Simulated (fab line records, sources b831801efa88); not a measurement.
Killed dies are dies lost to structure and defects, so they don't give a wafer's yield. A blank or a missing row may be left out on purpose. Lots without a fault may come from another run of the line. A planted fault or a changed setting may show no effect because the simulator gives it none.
A struck lot beside a sound one | flow sky130 | 14 steps out of a route of 708
Sound: wafers L868.1, L868.5, L868.6. Struck: wafers L872.2, L872.3, L872.4. The cause comes at the end.
At each step with rows: each side's tool, then ch and its chambers, then its first start. Under that, the readings that differ: sound wafers | struck wafers | difference of the means | sigmas: that difference in standard deviations of wafers without a fault.
alike: readings whose means differ by less than 2 such deviations, and words and numbers that are the same on both sides. not compared: withheld readings, readings that some wafer has no value for, bounds like >300 that may hide the same value, and numbers for which the record gives no deviation and whose values overlap.
The two part at a step that has a row with sigmas, a row that says differs or no value, or rows on one side only. Numbers that don't overlap but have no deviation are shown without sigmas and don't part them. A reading that every wafer of one side lacks parts them only if that side has two wafers or more.

SKY_CAPM_OVL_MEAS_12:
  sound on overlay-02, day 37 07:24; struck on overlay-02, day 39 06:19
  alike: CAPM_OVL
SKY_CAPM_METAL_ETCH_13: etches TiN in Cl2/BCl3, stops on SiO2, target depth 220 nm, time 62.9 s.
  sound on rie_metal-03 ch 0,1, day 37 07:26; struck on rie_metal-01 ch 0,1, day 39 06:21
  alike: drypump_motor_current_A, he_backside_leak_sccm, oes_product_au, throttle_valve_pct
  not compared: rf_hours_counter_h
SKY_CAPM_STRIP_14: strips in O2/N2.
  sound on plasma_asher-04 ch 0,1, day 37 07:31; struck on plasma_asher-04 ch 0,1, day 39 06:26
  alike: drypump_motor_current_A, oes_product_au, strip_time_to_endpoint_s
  not compared: rf_hours_counter_h
then, 9 steps without rows for these wafers: SKY_CAPM_STRIP_15 (strips in post etch residue remover, time 1200 s); SKY_CAPM_CLEAN_16 (cleans in IPA, time 180 s); SKY_CAPM_CLEAN_17 (cleans in O3/DIW); SKY_METAL3_DEHYDRATE_05 (time 60 s); SKY_METAL3_HMDS_06 (prime time 60 s); SKY_METAL3_COAT_07 (resist thk 60 nm); SKY_METAL3_COAT_08 (resist thk 1140 nm); SKY_METAL3_SOFTBAKE_09 (time 90 s); SKY_METAL3_EXPOSE_10 (exposes mask MM3, target cd 300 nm).
SKY_METAL3_PEB_11:
  sound on litho_track-04 ch 0, day 38 08:00; struck on litho_track-01, day 40 07:00
  reading         | sound          | struck | difference                    | sigmas
  exhaust_pa (Pa) | 43.7 45.7 45.3 | - - -  | no value on the struck wafers |
  not compared: chill_plate_temp_C
then, 1 step without rows for these wafers: SKY_METAL3_DEVELOP_12 (develop time 60 s).

WHERE THEY PART
Only at SKY_METAL3_PEB_11, within this record.

WHY: what the simulator had put in
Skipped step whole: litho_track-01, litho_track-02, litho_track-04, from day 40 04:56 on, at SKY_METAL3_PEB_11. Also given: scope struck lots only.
